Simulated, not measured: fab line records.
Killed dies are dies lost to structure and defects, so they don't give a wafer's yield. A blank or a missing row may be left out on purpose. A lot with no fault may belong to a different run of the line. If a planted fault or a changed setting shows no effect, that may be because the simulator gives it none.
fab line records || flow gf180mcu || part 2 of 2: steps 31 to 42 of 42
record {"lots": 5, "wafers": 15, "lastDay": 33}
route steps=602 shown SALICIDE@286 CONTACT@287 M1@315
lots that met no fault: taken from a fault-free run of the same line
startH: hours from the record's first day to the start of the lot's first wafer shown || waitH: hours elapsed since this lot's preceding step || " as in the row above || L1.1+2: a row that stands for several wafers || - no value, or no start was given || * or withheld: withheld || < > ~ a bound
route shown NAME@n: a module of which the file shows steps, and the number in the route of the first || usual: mean/standard deviation of fault-free wafers || same: alike in all rows || chamber/n: place in a boat || sites: the reading at each site || _std_site: the values' standard deviation || _edge_site: the outer-site mean with the inner-site mean subtracted || radiusMm: for every site, how far away it sits from the centre of the wafer || mask NAME#n: copy n || behind: the tool/chamber that last shaped the wafer || hold: what put the lot on hold/how long, in hours/how the hold closed || device: names the non-switching transistor (n, p or np) || end of line: at the end of the route, the tests of the same wafers || a step with no rows: only its recipe || killed: at the first sort, the dies lost to defects and structure; wafer yield is something else || map: a wafer's dies, marking killed ones x, the rest . and places with no die _
set.NAME: the setting as run; set.NAME@STEP: as run at that earlier step || model.NAME: the simulator's own value behind a step, which no gauge read
a table for each step, a row for each wafer; lots at some steps of the route
services: the hour from which a tool's chamber was out of use, counted from the record's first day as startH (under 0 if before that day), plus the number of hours and why
## steps
# step GF_M1_SPUTTER_01
# recipe {"material": "TiN", "targetThkNm": 30, "powerW": 6500, "timeS": 25, "chamberPressurePa": 0.4}
# usual {"throttleValvePct": "30.6/1.1"}
{"lot.wafer": "L074.1", "tool": "pvdSputter-02", "chamber": "-", "startH": 367.32, "waitH": 0.1, "throttleValvePct": 31.2}
{"lot.wafer": "L074.5", "tool": "pvdSputter-02", "chamber": "-", "startH": 367.32, "waitH": 0.1, "throttleValvePct": 32.1}
{"lot.wafer": "L074.6", "tool": "pvdSputter-02", "chamber": "-", "startH": 367.32, "waitH": 0.1, "throttleValvePct": 31.3}
{"lot.wafer": "L081.1", "tool": "pvdSputter-02", "chamber": "-", "startH": 423.91, "waitH": 0.1, "throttleValvePct": 29.1}
{"lot.wafer": "L081.5", "tool": "pvdSputter-02", "chamber": "-", "startH": 423.91, "waitH": 0.1, "throttleValvePct": 31.0}
{"lot.wafer": "L081.6", "tool": "pvdSputter-02", "chamber": "-", "startH": 423.91, "waitH": 0.1, "throttleValvePct": 31.1}
{"lot.wafer": "L085.3", "tool": "pvdSputter-02", "chamber": "-", "startH": 470.28, "waitH": 0.1, "throttleValvePct": 32.1}
{"lot.wafer": "L085.4", "tool": "pvdSputter-02", "chamber": "-", "startH": 470.28, "waitH": 0.1, "throttleValvePct": 31.3}
{"lot.wafer": "L085.5", "tool": "pvdSputter-02", "chamber": "-", "startH": 470.28, "waitH": 0.1, "throttleValvePct": 30.9}
{"lot.wafer": "L086.2", "tool": "pvdSputter-04", "chamber": "-", "startH": 472.34, "waitH": 0.1, "throttleValvePct": 30.2}
{"lot.wafer": "L086.3", "tool": "pvdSputter-04", "chamber": "-", "startH": 472.34, "waitH": 0.1, "throttleValvePct": 27.5}
{"lot.wafer": "L086.5", "tool": "pvdSputter-04", "chamber": "-", "startH": 472.34, "waitH": 0.1, "throttleValvePct": 31.2}
{"lot.wafer": "L091.1", "tool": "pvdSputter-04", "chamber": "-", "startH": 514.64, "waitH": 0.1, "throttleValvePct": 31.2}
{"lot.wafer": "L091.4", "tool": "pvdSputter-04", "chamber": "-", "startH": 514.64, "waitH": 0.1, "throttleValvePct": 30.3}
{"lot.wafer": "L091.6", "tool": "pvdSputter-04", "chamber": "-", "startH": 514.64, "waitH": 0.1, "throttleValvePct": 27.8}
# step GF_M1_SPUTTER_02
# recipe {"material": "AlCu", "targetThkNm": 450, "powerW": 10600, "timeS": 23.9, "chamberPressurePa": 0.4}
# usual {"throttleValvePct": "30.7/1.1"}
{"lot.wafer": "L074.1", "tool": "pvdSputter-02", "chamber": "-", "startH": 367.35, "waitH": 0.0, "throttleValvePct": 31.4}
{"lot.wafer": "L074.5", "tool": "pvdSputter-02", "chamber": "-", "startH": 367.35, "waitH": 0.0, "throttleValvePct": 32.0}
{"lot.wafer": "L074.6", "tool": "pvdSputter-02", "chamber": "-", "startH": 367.35, "waitH": 0.0, "throttleValvePct": 31.3}
{"lot.wafer": "L081.1", "tool": "pvdSputter-02", "chamber": "-", "startH": 423.94, "waitH": 0.0, "throttleValvePct": 29.0}
{"lot.wafer": "L081.5", "tool": "pvdSputter-02", "chamber": "-", "startH": 423.94, "waitH": 0.0, "throttleValvePct": 31.0}
{"lot.wafer": "L081.6", "tool": "pvdSputter-02", "chamber": "-", "startH": 423.94, "waitH": 0.0, "throttleValvePct": 31.0}
{"lot.wafer": "L085.3", "tool": "pvdSputter-02", "chamber": "-", "startH": 470.31, "waitH": 0.0, "throttleValvePct": 31.9}
{"lot.wafer": "L085.4", "tool": "pvdSputter-02", "chamber": "-", "startH": 470.31, "waitH": 0.0, "throttleValvePct": 31.4}
{"lot.wafer": "L085.5", "tool": "pvdSputter-02", "chamber": "-", "startH": 470.31, "waitH": 0.0, "throttleValvePct": 30.7}
{"lot.wafer": "L086.2", "tool": "pvdSputter-04", "chamber": "-", "startH": 472.38, "waitH": 0.0, "throttleValvePct": 30.2}
{"lot.wafer": "L086.3", "tool": "pvdSputter-04", "chamber": "-", "startH": 472.38, "waitH": 0.0, "throttleValvePct": 27.7}
{"lot.wafer": "L086.5", "tool": "pvdSputter-04", "chamber": "-", "startH": 472.38, "waitH": 0.0, "throttleValvePct": 31.2}
{"lot.wafer": "L091.1", "tool": "pvdSputter-04", "chamber": "-", "startH": 514.67, "waitH": 0.0, "throttleValvePct": 31.1}
{"lot.wafer": "L091.4", "tool": "pvdSputter-04", "chamber": "-", "startH": 514.67, "waitH": 0.0, "throttleValvePct": 30.4}
{"lot.wafer": "L091.6", "tool": "pvdSputter-04", "chamber": "-", "startH": 514.67, "waitH": 0.0, "throttleValvePct": 27.6}
# step GF_M1_SPUTTER_03
# recipe {"material": "Ti", "targetThkNm": 10, "substrateTempC": 300, "chamberPressurePa": 0.3, "powerW": 3000, "timeS": 6.7}
# usual {"throttleValvePct": "30.7/1.1"}
{"lot.wafer": "L074.1", "tool": "pvdSputter-02", "chamber": "-", "startH": 367.38, "waitH": 0.0, "throttleValvePct": 31.3}
{"lot.wafer": "L074.5", "tool": "pvdSputter-02", "chamber": "-", "startH": 367.38, "waitH": 0.0, "throttleValvePct": 32.2}
{"lot.wafer": "L074.6", "tool": "pvdSputter-02", "chamber": "-", "startH": 367.38, "waitH": 0.0, "throttleValvePct": 31.1}
{"lot.wafer": "L081.1", "tool": "pvdSputter-02", "chamber": "-", "startH": 423.98, "waitH": 0.0, "throttleValvePct": 29.0}
{"lot.wafer": "L081.5", "tool": "pvdSputter-02", "chamber": "-", "startH": 423.98, "waitH": 0.0, "throttleValvePct": 31.4}
{"lot.wafer": "L081.6", "tool": "pvdSputter-02", "chamber": "-", "startH": 423.98, "waitH": 0.0, "throttleValvePct": 30.6}
{"lot.wafer": "L085.3", "tool": "pvdSputter-02", "chamber": "-", "startH": 470.34, "waitH": 0.0, "throttleValvePct": 32.3}
{"lot.wafer": "L085.4", "tool": "pvdSputter-02", "chamber": "-", "startH": 470.34, "waitH": 0.0, "throttleValvePct": 31.1}
{"lot.wafer": "L085.5", "tool": "pvdSputter-02", "chamber": "-", "startH": 470.34, "waitH": 0.0, "throttleValvePct": 30.8}
{"lot.wafer": "L086.2", "tool": "pvdSputter-04", "chamber": "-", "startH": 472.41, "waitH": 0.0, "throttleValvePct": 30.2}
{"lot.wafer": "L086.3", "tool": "pvdSputter-04", "chamber": "-", "startH": 472.41, "waitH": 0.0, "throttleValvePct": 27.8}
{"lot.wafer": "L086.5", "tool": "pvdSputter-04", "chamber": "-", "startH": 472.41, "waitH": 0.0, "throttleValvePct": 31.0}
{"lot.wafer": "L091.1", "tool": "pvdSputter-04", "chamber": "-", "startH": 514.70, "waitH": 0.0, "throttleValvePct": 30.8}
{"lot.wafer": "L091.4", "tool": "pvdSputter-04", "chamber": "-", "startH": 514.70, "waitH": 0.0, "throttleValvePct": 30.3}
{"lot.wafer": "L091.6", "tool": "pvdSputter-04", "chamber": "-", "startH": 514.70, "waitH": 0.0, "throttleValvePct": 27.6}
# step GF_M1_SPUTTER_04
# recipe {"material": "TiN", "targetThkNm": 50, "powerW": 6500, "timeS": 41.7, "chamberPressurePa": 0.4}
# usual {"throttleValvePct": "30.7/1.1"}
{"lot.wafer": "L074.1", "tool": "pvdSputter-02", "chamber": "-", "startH": 367.40, "waitH": 0.0, "throttleValvePct": 31.2}
{"lot.wafer": "L074.5", "tool": "pvdSputter-02", "chamber": "-", "startH": 367.40, "waitH": 0.0, "throttleValvePct": 32.1}
{"lot.wafer": "L074.6", "tool": "pvdSputter-02", "chamber": "-", "startH": 367.40, "waitH": 0.0, "throttleValvePct": 31.2}
{"lot.wafer": "L081.1", "tool": "pvdSputter-02", "chamber": "-", "startH": 424.00, "waitH": 0.0, "throttleValvePct": 28.9}
{"lot.wafer": "L081.5", "tool": "pvdSputter-02", "chamber": "-", "startH": 424.00, "waitH": 0.0, "throttleValvePct": 31.2}
{"lot.wafer": "L081.6", "tool": "pvdSputter-02", "chamber": "-", "startH": 424.00, "waitH": 0.0, "throttleValvePct": 30.7}
{"lot.wafer": "L085.3", "tool": "pvdSputter-02", "chamber": "-", "startH": 470.36, "waitH": 0.0, "throttleValvePct": 32.2}
{"lot.wafer": "L085.4", "tool": "pvdSputter-02", "chamber": "-", "startH": 470.36, "waitH": 0.0, "throttleValvePct": 31.1}
{"lot.wafer": "L085.5", "tool": "pvdSputter-02", "chamber": "-", "startH": 470.36, "waitH": 0.0, "throttleValvePct": 30.7}
{"lot.wafer": "L086.2", "tool": "pvdSputter-04", "chamber": "-", "startH": 472.43, "waitH": 0.0, "throttleValvePct": 30.3}
{"lot.wafer": "L086.3", "tool": "pvdSputter-04", "chamber": "-", "startH": 472.43, "waitH": 0.0, "throttleValvePct": 27.5}
{"lot.wafer": "L086.5", "tool": "pvdSputter-04", "chamber": "-", "startH": 472.43, "waitH": 0.0, "throttleValvePct": 31.3}
{"lot.wafer": "L091.1", "tool": "pvdSputter-04", "chamber": "-", "startH": 514.72, "waitH": 0.0, "throttleValvePct": 31.2}
{"lot.wafer": "L091.4", "tool": "pvdSputter-04", "chamber": "-", "startH": 514.72, "waitH": 0.0, "throttleValvePct": 30.1}
{"lot.wafer": "L091.6", "tool": "pvdSputter-04", "chamber": "-", "startH": 514.72, "waitH": 0.0, "throttleValvePct": 27.7}
# step GF_M1_RS_MEAS_05
# recipe {"thkMeasGauge": "four-point-probe", "reads": "TiN_of_M1_SPUTTER_04+Ti_of_M1_SPUTTER_03+AlCu_of_M1_SPUTTER_02+TiN_of_M1_SPUTTER_01+Ti_of_M1_SPUTTER_00"}
# usual {"M1_ALCU_RS": "0.0697/0.00067"}
{"lot.wafer": "L074.1", "tool": "filmMetro-01", "chamber": "-", "startH": 367.44, "waitH": 0.0, "M1_ALCU_RS[ohm/sq]": 0.0705}
{"lot.wafer": "L074.5", "tool": "filmMetro-01", "chamber": "-", "startH": 367.44, "waitH": 0.0, "M1_ALCU_RS[ohm/sq]": 0.0695}
{"lot.wafer": "L074.6", "tool": "filmMetro-01", "chamber": "-", "startH": 367.44, "waitH": 0.0, "M1_ALCU_RS[ohm/sq]": 0.0702}
{"lot.wafer": "L081.1", "tool": "filmMetro-01", "chamber": "-", "startH": 424.04, "waitH": 0.0, "M1_ALCU_RS[ohm/sq]": 0.0694}
{"lot.wafer": "L081.5", "tool": "filmMetro-01", "chamber": "-", "startH": 424.04, "waitH": 0.0, "M1_ALCU_RS[ohm/sq]": 0.0689}
{"lot.wafer": "L081.6", "tool": "filmMetro-01", "chamber": "-", "startH": 424.04, "waitH": 0.0, "M1_ALCU_RS[ohm/sq]": 0.0688}
{"lot.wafer": "L085.3", "tool": "filmMetro-02", "chamber": "-", "startH": 470.44, "waitH": 0.1, "M1_ALCU_RS[ohm/sq]": 0.0686}
{"lot.wafer": "L085.4", "tool": "filmMetro-02", "chamber": "-", "startH": 470.44, "waitH": 0.1, "M1_ALCU_RS[ohm/sq]": 0.0689}
{"lot.wafer": "L085.5", "tool": "filmMetro-02", "chamber": "-", "startH": 470.44, "waitH": 0.1, "M1_ALCU_RS[ohm/sq]": 0.0691}
{"lot.wafer": "L086.2", "tool": "filmMetro-04", "chamber": "-", "startH": 472.49, "waitH": 0.0, "M1_ALCU_RS[ohm/sq]": 0.0698}
{"lot.wafer": "L086.3", "tool": "filmMetro-04", "chamber": "-", "startH": 472.49, "waitH": 0.0, "M1_ALCU_RS[ohm/sq]": 0.0692}
{"lot.wafer": "L086.5", "tool": "filmMetro-04", "chamber": "-", "startH": 472.49, "waitH": 0.0, "M1_ALCU_RS[ohm/sq]": 0.0697}
{"lot.wafer": "L091.1", "tool": "filmMetro-04", "chamber": "-", "startH": 514.76, "waitH": 0.0, "M1_ALCU_RS[ohm/sq]": 0.0701}
{"lot.wafer": "L091.4", "tool": "filmMetro-04", "chamber": "-", "startH": 514.76, "waitH": 0.0, "M1_ALCU_RS[ohm/sq]": 0.0698}
{"lot.wafer": "L091.6", "tool": "filmMetro-04", "chamber": "-", "startH": 514.76, "waitH": 0.0, "M1_ALCU_RS[ohm/sq]": 0.0694}
# step GF_M1_THK_MEAS_06
# recipe {"thkMeasGauge": "xrf", "reads": "AlCu_of_M1_SPUTTER_02"}
# usual {"M1_ALCU_THK": "448/4.2"}
{"lot.wafer": "L074.1", "tool": "filmMetro-01", "chamber": "-", "startH": 367.56, "waitH": 0.1, "M1_ALCU_THK[nm]": 443}
{"lot.wafer": "L074.5", "tool": "filmMetro-01", "chamber": "-", "startH": 367.56, "waitH": 0.1, "M1_ALCU_THK[nm]": 449}
{"lot.wafer": "L074.6", "tool": "filmMetro-01", "chamber": "-", "startH": 367.56, "waitH": 0.1, "M1_ALCU_THK[nm]": 443}
{"lot.wafer": "L081.1", "tool": "filmMetro-01", "chamber": "-", "startH": 424.16, "waitH": 0.1, "M1_ALCU_THK[nm]": 447}
{"lot.wafer": "L081.5", "tool": "filmMetro-01", "chamber": "-", "startH": 424.16, "waitH": 0.1, "M1_ALCU_THK[nm]": 451}
{"lot.wafer": "L081.6", "tool": "filmMetro-01", "chamber": "-", "startH": 424.16, "waitH": 0.1, "M1_ALCU_THK[nm]": 452}
{"lot.wafer": "L085.3", "tool": "filmMetro-02", "chamber": "-", "startH": 470.54, "waitH": 0.1, "M1_ALCU_THK[nm]": 456}
{"lot.wafer": "L085.4", "tool": "filmMetro-02", "chamber": "-", "startH": 470.54, "waitH": 0.1, "M1_ALCU_THK[nm]": 457}
{"lot.wafer": "L085.5", "tool": "filmMetro-02", "chamber": "-", "startH": 470.54, "waitH": 0.1, "M1_ALCU_THK[nm]": 454}
{"lot.wafer": "L086.2", "tool": "filmMetro-04", "chamber": "-", "startH": 472.60, "waitH": 0.1, "M1_ALCU_THK[nm]": 446}
{"lot.wafer": "L086.3", "tool": "filmMetro-04", "chamber": "-", "startH": 472.60, "waitH": 0.1, "M1_ALCU_THK[nm]": 451}
{"lot.wafer": "L086.5", "tool": "filmMetro-04", "chamber": "-", "startH": 472.60, "waitH": 0.1, "M1_ALCU_THK[nm]": 448}
{"lot.wafer": "L091.1", "tool": "filmMetro-04", "chamber": "-", "startH": 514.88, "waitH": 0.1, "M1_ALCU_THK[nm]": 446}
{"lot.wafer": "L091.4", "tool": "filmMetro-04", "chamber": "-", "startH": 514.88, "waitH": 0.1, "M1_ALCU_THK[nm]": 449}
{"lot.wafer": "L091.6", "tool": "filmMetro-04", "chamber": "-", "startH": 514.88, "waitH": 0.1, "M1_ALCU_THK[nm]": 449}
# step GF_M1_DEHYDRATE_07
# recipe {"tempC": 200, "timeS": 60}
{"lot.wafer": "L074.1+5+6", "tool": "lithoTrack-02", "chamber": 0, "startH": 377.88, "waitH": 10.3}
{"lot.wafer": "L081.1+5+6", "tool": "lithoTrack-02", "chamber": 0, "startH": 435.73, "waitH": 11.6}
{"lot.wafer": "L085.3+4+5", "tool": "lithoTrack-01", "chamber": 0, "startH": 481.82, "waitH": 11.3}
{"lot.wafer": "L086.2+3+5", "tool": "lithoTrack-02", "chamber": 0, "startH": 484.36, "waitH": 11.8}
{"lot.wafer": "L091.1+4+6", "tool": "lithoTrack-01", "chamber": 0, "startH": 525.82, "waitH": 10.9}
# step GF_M1_HMDS_08
# recipe {"primeTimeS": 60, "primeTempC": 120}
# same {"primeTimeS": 60}
{"lot.wafer": "L074.1+5+6", "tool": "lithoTrack-02", "chamber": 0, "startH": 378.03, "waitH": 0.1}
{"lot.wafer": "L081.1+5+6", "tool": "lithoTrack-02", "chamber": 0, "startH": 435.88, "waitH": 0.1}
{"lot.wafer": "L085.3+4+5", "tool": "lithoTrack-01", "chamber": 0, "startH": 481.97, "waitH": 0.1}
{"lot.wafer": "L086.2+3+5", "tool": "lithoTrack-02", "chamber": 0, "startH": 484.51, "waitH": 0.1}
{"lot.wafer": "L091.1+4+6", "tool": "lithoTrack-01", "chamber": 0, "startH": 525.97, "waitH": 0.1}
# step GF_M1_COAT_09
# recipe {"resist": "KrF", "spinRpm": "withheld", "resistThkNm": 1000}
{"lot.wafer": "L074.1+5+6", "tool": "lithoTrack-02", "chamber": 0, "startH": 378.18, "waitH": 0.1}
{"lot.wafer": "L081.1+5+6", "tool": "lithoTrack-02", "chamber": 0, "startH": 436.03, "waitH": 0.1}
{"lot.wafer": "L085.3+4+5", "tool": "lithoTrack-01", "chamber": 0, "startH": 482.12, "waitH": 0.1}
{"lot.wafer": "L086.2+3+5", "tool": "lithoTrack-02", "chamber": 0, "startH": 484.66, "waitH": 0.1}
{"lot.wafer": "L091.1+4+6", "tool": "lithoTrack-01", "chamber": 0, "startH": 526.12, "waitH": 0.1}
# step GF_M1_SOFTBAKE_10
# recipe {"tempC": 130, "timeS": 60, "resist": "KrF"}
{"lot.wafer": "L074.1+5+6", "tool": "lithoTrack-02", "chamber": 0, "startH": 378.33, "waitH": 0.1}
{"lot.wafer": "L081.1+5+6", "tool": "lithoTrack-02", "chamber": 0, "startH": 436.18, "waitH": 0.1}
{"lot.wafer": "L085.3+4+5", "tool": "lithoTrack-01", "chamber": 0, "startH": 482.27, "waitH": 0.1}
{"lot.wafer": "L086.2+3+5", "tool": "lithoTrack-02", "chamber": 0, "startH": 484.81, "waitH": 0.1}
{"lot.wafer": "L091.1+4+6", "tool": "lithoTrack-01", "chamber": 0, "startH": 526.27, "waitH": 0.1}
# step GF_M1_EXPOSE_11
# recipe {"maskId": "Metal1", "targetCdNm": 230, "na": 0.68, "sourceShape": "conventional", "sigmaOuter": 0.6, "doseMj": 28}
{"lot.wafer": "L074.1+5+6", "tool": "krfScanner-02", "chamber": 0, "startH": "-", "waitH": "-", "mask": "Metal1#0"}
{"lot.wafer": "L081.1+5+6", "tool": "krfScanner-01", "chamber": 0, "startH": "-", "waitH": "-", "mask": "Metal1#0"}
{"lot.wafer": "L085.3+4+5", "tool": "krfScanner-01", "chamber": 0, "startH": "-", "waitH": "-", "mask": "Metal1#0"}
{"lot.wafer": "L086.2+3+5", "tool": "krfScanner-02", "chamber": 0, "startH": "-", "waitH": "-", "mask": "Metal1#0"}
{"lot.wafer": "L091.1+4+6", "tool": "krfScanner-02", "chamber": 0, "startH": "-", "waitH": "-", "mask": "Metal1#0"}
# step GF_M1_PEB_12
# recipe {"pebTempC": 135, "pebTimeS": 90, "resist": "KrF"}
{"lot.wafer": "L074.1+5+6", "tool": "lithoTrack-01", "chamber": 0, "startH": "-", "waitH": "-"}
{"lot.wafer": "L081.1+5+6", "tool": "lithoTrack-01", "chamber": 0, "startH": "-", "waitH": "-"}
{"lot.wafer": "L085.3+4+5", "tool": "lithoTrack-02", "chamber": 0, "startH": "-", "waitH": "-"}
{"lot.wafer": "L086.2+3+5", "tool": "lithoTrack-01", "chamber": 0, "startH": "-", "waitH": "-"}
{"lot.wafer": "L091.1+4+6", "tool": "lithoTrack-03", "chamber": 0, "startH": "-", "waitH": "-"}
## services
{"tool": "wetBench-03", "chamber": "-", "startH": 323.84, "hours": 4.4, "kind": "pm"}
{"tool": "krfScanner-01", "chamber": "-", "startH": 332.27, "hours": 2.8, "kind": "repair"}
{"tool": "cmp-02", "chamber": "-", "startH": 333.63, "hours": 0.4, "kind": "repair"}
{"tool": "cmp-02", "chamber": "-", "startH": 338.76, "hours": 3.2, "kind": "repair"}
{"tool": "pvdSputter-01", "chamber": "-", "startH": 340.30, "hours": 0.9, "kind": "repair"}
{"tool": "krfScanner-01", "chamber": "-", "startH": 348.59, "hours": 1.0, "kind": "pm"}
{"tool": "pvdSputter-01", "chamber": "-", "startH": 355.89, "hours": 1.0, "kind": "repair"}
{"tool": "cmp-01", "chamber": "-", "startH": 372.76, "hours": 3.2, "kind": "pm"}
{"tool": "krfScanner-01", "chamber": "-", "startH": 375.04, "hours": 0.8, "kind": "pm"}
{"tool": "wetBench-04", "chamber": "-", "startH": 379.49, "hours": 4.0, "kind": "repair"}
{"tool": "krfScanner-01", "chamber": "-", "startH": 382.78, "hours": 1.3, "kind": "pm"}
{"tool": "cmp-01", "chamber": "-", "startH": 388.57, "hours": 1.2, "kind": "repair"}
{"tool": "cmp-01", "chamber": "-", "startH": 395.83, "hours": 0.3, "kind": "repair"}
{"tool": "cmp-02", "chamber": "-", "startH": 404.00, "hours": 4.0, "kind": "pm"}
{"tool": "wetBench-04", "chamber": "-", "startH": 404.71, "hours": 1.1, "kind": "repair"}
{"tool": "cmp-02", "chamber": "-", "startH": 454.54, "hours": 12.0, "kind": "pm"}
{"tool": "pvdSputter-02", "chamber": "-", "startH": 459.01, "hours": 8.3, "kind": "repair"}
{"tool": "krfScanner-01", "chamber": "-", "startH": 463.09, "hours": 0.5, "kind": "repair"}
{"tool": "krfScanner-01", "chamber": "-", "startH": 467.95, "hours": 0.2, "kind": "repair"}
{"tool": "cmp-02", "chamber": "-", "startH": 490.13, "hours": 5.3, "kind": "pm"}
{"tool": "pvdSputter-01", "chamber": "-", "startH": 492.98, "hours": 2.6, "kind": "repair"}
{"tool": "krfScanner-01", "chamber": "-", "startH": 517.69, "hours": 1.0, "kind": "pm"}
{"tool": "pvdSputter-02", "chamber": "-", "startH": 525.37, "hours": 2.5, "kind": "repair"}
{"tool": "krfScanner-01", "chamber": "-", "startH": 531.58, "hours": 0.4, "kind": "repair"}
